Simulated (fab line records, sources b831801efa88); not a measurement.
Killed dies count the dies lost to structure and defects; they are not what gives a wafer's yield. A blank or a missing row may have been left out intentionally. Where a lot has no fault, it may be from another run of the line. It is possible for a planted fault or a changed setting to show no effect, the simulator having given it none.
Which tool is to blame? -- flow sky130 -- Sampling: 6 lots, 18 wafers, 2 of 708 route steps

== WHAT EACH GAUGE READ, for each wafer ==
SKY_VT_ADJUST_HVTR_TW_MEAS_11.
lot,measured,on,VT_ADJUST_HVTR_TW
L589,day 9 20:48,film metro-03,207.8 207.6 207.5
L596,day 12 01:21,film metro-01,116.6 115.2 115.6
L604,day 14 05:35,film metro-01,211.9 212.0 212.5
L606,day 14 20:18,film metro-03,208.6 209.2 208.3
L608,day 15 10:15,film metro-04,210.6 210.4 211.9
L610,day 16 01:11,film metro-04,210.2 209.2 209.8

== WHAT TOOL EACH LOT RAN ON (gives the tool, then ch and the chambers of the sampled wafers, and finally the start) ==
lot,SKY_VT_ADJUST_HVTR_IMPLANT_09
L589,"implanter-04 ch 0, day 9 20:34"
L596,"implanter-02 ch 0, day 12 01:07"
L604,"implanter-01 ch 0, day 14 05:20"
L606,"implanter-02 ch 0, day 14 20:04"
L608,"implanter-02 ch 0, day 15 10:01"
L610,"implanter-02 ch 0, day 16 00:56"
- SKY_VT_ADJUST_HVTR_IMPLANT_09

== THE ANSWER, worked out from the rows above alone ==
Rule: usual is defined by the lots themselves. Put in order of their means at a reading, lots are off if they are a third of the lots or fewer, leave a main group of 4 or more, and stand apart from it by a gap of 3 or more times the standard deviation of the main group's means; of several such gaps the widest counts. If all means in a main group match to the digits the tables above print for the reading, that group is not used. A lot without any number at a reading at which 4 lots or more have one is off too. Where the step has rows for the other lots, those lots are counted as sound.
Off: at SKY_VT_ADJUST_HVTR_TW_MEAS_11 (VT_ADJUST_HVTR_TW), L596. Mean 209.8 and standard deviation 1.6 in the main group.
A tool fits if, at a process step before that reading, it ran every lot that is off, and no sound lot after the first of them. Those tools and the gauges at SKY_VT_ADJUST_HVTR_TW_MEAS_11 are tried in the same way. None of those tried fits.

== WHAT THE SIMULATOR PUT IN ==
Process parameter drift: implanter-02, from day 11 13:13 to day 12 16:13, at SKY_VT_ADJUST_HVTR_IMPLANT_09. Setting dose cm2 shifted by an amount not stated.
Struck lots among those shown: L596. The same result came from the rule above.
